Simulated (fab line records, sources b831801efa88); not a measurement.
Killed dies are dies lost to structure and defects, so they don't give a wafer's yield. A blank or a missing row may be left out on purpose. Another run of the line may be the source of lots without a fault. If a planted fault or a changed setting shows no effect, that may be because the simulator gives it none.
A struck lot beside a sound one ; flow sky130 ; 23 out of 708 route steps
Sound: wafers L436.1, L436.5, L436.6. Wafers struck: L450.1, L450.4, L450.5. At the end, the cause is stated.
Per side, at each step with rows, come the tool, then ch with its chambers, and then its first start. Under that, the readings that differ: sound wafers ; struck wafers ; difference of the means ; sigmas: that difference in standard deviations of wafers without a fault.
alike: readings with means less than 2 such deviations apart, plus words and numbers identical on both sides. not compared: withheld readings, readings lacking a value on some wafer, bounds such as >300 that could conceal the same value, and numbers that have no deviation in the record and whose values overlap.
A row with sigmas, a row that says differs or no value, or rows on one side alone: a step with any of these is where the two part. When numbers do not overlap yet have no deviation, they are printed without sigmas and do not part them. A reading missing from all wafers of one side parts the sides only when that side holds two or more wafers.

first, 1 step without rows for these wafers: SKY_CAP2M_DEVELOP_11 (develop time 60 s).
SKY_CAP2M_OVL_MEAS_12:
  sound on overlay-02 at day 42 02:35; struck on overlay-01 at day 45 17:26
  alike: CAP2M_OVL
SKY_CAP2M_METAL_ETCH_13: etches TiN in Cl2/BCl3, stops on SiO2, target depth 220 nm, time 62.9 s.
  sound on rie-metal-01 ch 0,1, day 42 02:37; struck on rie-metal-04 ch 0,1, day 45 17:28
  alike: drypump-motor-current-A, oes-product-au, throttle-valve-pct
  not compared: rf-hours-counter-h
SKY_CAP2M_STRIP_14: strips in O2/N2.
  sound on plasma-asher-02 ch 0,1, day 42 02:41; struck on plasma-asher-03 ch 0,1, day 45 17:33
  alike: drypump-motor-current-A, oes-product-au, strip-time-to-endpoint-s
  not compared: rf-hours-counter-h
then, 8 steps without rows for these wafers: SKY_CAP2M_STRIP_15 (strips in post etch residue remover, time 1200 s); SKY_CAP2M_CLEAN_16 (cleans in IPA, time 180 s); SKY_CAP2M_CLEAN_17 (cleans in O3/DIW); SKY_METAL4_DEHYDRATE_05 (time 60 s); SKY_METAL4_HMDS_06 (prime time 60 s); SKY_METAL4_COAT_07 (resist thk 60 nm); SKY_METAL4_COAT_08 (resist thk 1140 nm); SKY_METAL4_SOFTBAKE_09 (time 90 s).
SKY_METAL4_EXPOSE_10: exposes mask MM4, target cd 300 nm.
  sound on krf-scanner-01 ch 0, day 42 15:38; struck on krf-scanner-02 ch 0, day 46 04:52
reading;sound;struck;difference;sigmas
exposure-dose-mJ-cm2;27.999 28.028 27.990;30.110 30.063 30.058;+2.071;+80
  alike: mask
then, 2 steps without rows for these wafers: SKY_METAL4_PEB_11; SKY_METAL4_DEVELOP_12 (develop time 60 s).
SKY_METAL4_CD_MEAS_13 targets a cd of 300 nm.
  sound on cd-sem-02 at day 43 02:55; struck on cd-sem-02 at day 46 14:59
reading;sound;struck;difference;sigmas
cd-nm (nm);300.0 300.2 298.5;286.1 287.3 287.3;-12.7;-9
SKY_METAL4_OVL_MEAS_14:
  sound on overlay-01 at day 43 03:02; struck on overlay-01 at day 46 15:06
  alike: METAL4_OVL
SKY_METAL4_DESCUM_15: chemistry O2, time 8 s.
  sound on rie-metal-01 ch 0,1, day 43 03:04; struck on rie-metal-02 ch 0, day 46 15:08
reading;sound;struck;difference;sigmas
model.METAL4.cd-nm (nm);299.6 301.1 298.3;285.7 286.9 286.7;-13.2;
  alike: drypump-motor-current-A, oes-product-au
  not compared: rf-hours-counter-h
SKY_METAL4_ETCH_16: etches BARC in N2/H2, stops on SiO2, time 88.2 s, target depth 60 nm.
  sound on rie-metal-01 ch 0,1, day 43 03:06; struck on rie-metal-02 ch 0, day 46 15:12
  alike: drypump-motor-current-A, h2-flow-sccm, oes-product-au, throttle-valve-pct
  not compared: rf-hours-counter-h
SKY_METAL4_ETCH_17: etches SiO2 in C4F8/O2/Ar, stops on TiN, time 3.9 s, target depth 15 nm.
  sound on rie-diel-03 ch 0,2,3, day 43 03:12; struck on rie-diel-04 ch 1,2,3, day 46 15:24
  alike: oes-product-au
SKY_METAL4_METAL_ETCH_18: etches the open film in Cl2/BCl3, stops on SiO2, target depth 845 nm, time 183.1 s.
  sound on rie-metal-02 ch 0,1, day 43 03:13; struck on rie-metal-01 ch 0,1, day 46 15:25
reading;sound;struck;difference;sigmas
model.METAL4.cd-nm (nm);308.2 311.5 307.3;276.4 279.9 279.5;-30.4;
  alike: drypump-motor-current-A, oes-product-au, throttle-valve-pct
  not compared: rf-hours-counter-h
SKY_METAL4_STRIP_19: strips in O2/N2.
  sound on plasma-asher-03 ch 0,1, day 43 03:24; struck on plasma-asher-04 ch 0,1, day 46 15:35
  alike: drypump-motor-current-A, oes-product-au, strip-time-to-endpoint-s
  not compared: rf-hours-counter-h
-- the record jumps here: 3 days lie between the struck wafers' starts before and after (it left off in module METAL4 and takes up again in module PAD_OPEN, whose first step shown is number 708 of the route) --
SKY_PAD_OPEN_PROBE_99:
  sound on prober-01 at day 47 01:06; struck on prober-02 at day 50 00:56
reading;sound;struck;difference;sigmas
model.etest.met4.width-nm (nm);307.8 309.5 307.5;273.9 283.2 281.6;-28.7;
  alike: defect-limited-yield, killed_at_M0_to_M3, killed_at_M4_up, killed-at-contacts, killed-at-front-end, killed-at-other, killed-dies, killed-open, killed-short, sort_bin_3_pad_short, sort_bin_5_function, sort_bin_6_memory, sort-n-pass, sort-yield-pct

WHERE THEY PART
At SKY_METAL4_EXPOSE_10 first; at SKY_METAL4_CD_MEAS_13 last (within this record only). Later steps at which nothing parts them and some readings are alike: SKY_METAL4_OVL_MEAS_14, SKY_METAL4_DESCUM_15, SKY_METAL4_ETCH_16, SKY_METAL4_ETCH_17, SKY_METAL4_METAL_ETCH_18, SKY_METAL4_STRIP_19, SKY_PAD_OPEN_PROBE_99.

WHY: what had been put in by the simulator
Process parameter drift: krf-scanner-02, from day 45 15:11 on, at SKY_METAL4_EXPOSE_10. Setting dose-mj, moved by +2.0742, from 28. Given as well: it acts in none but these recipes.
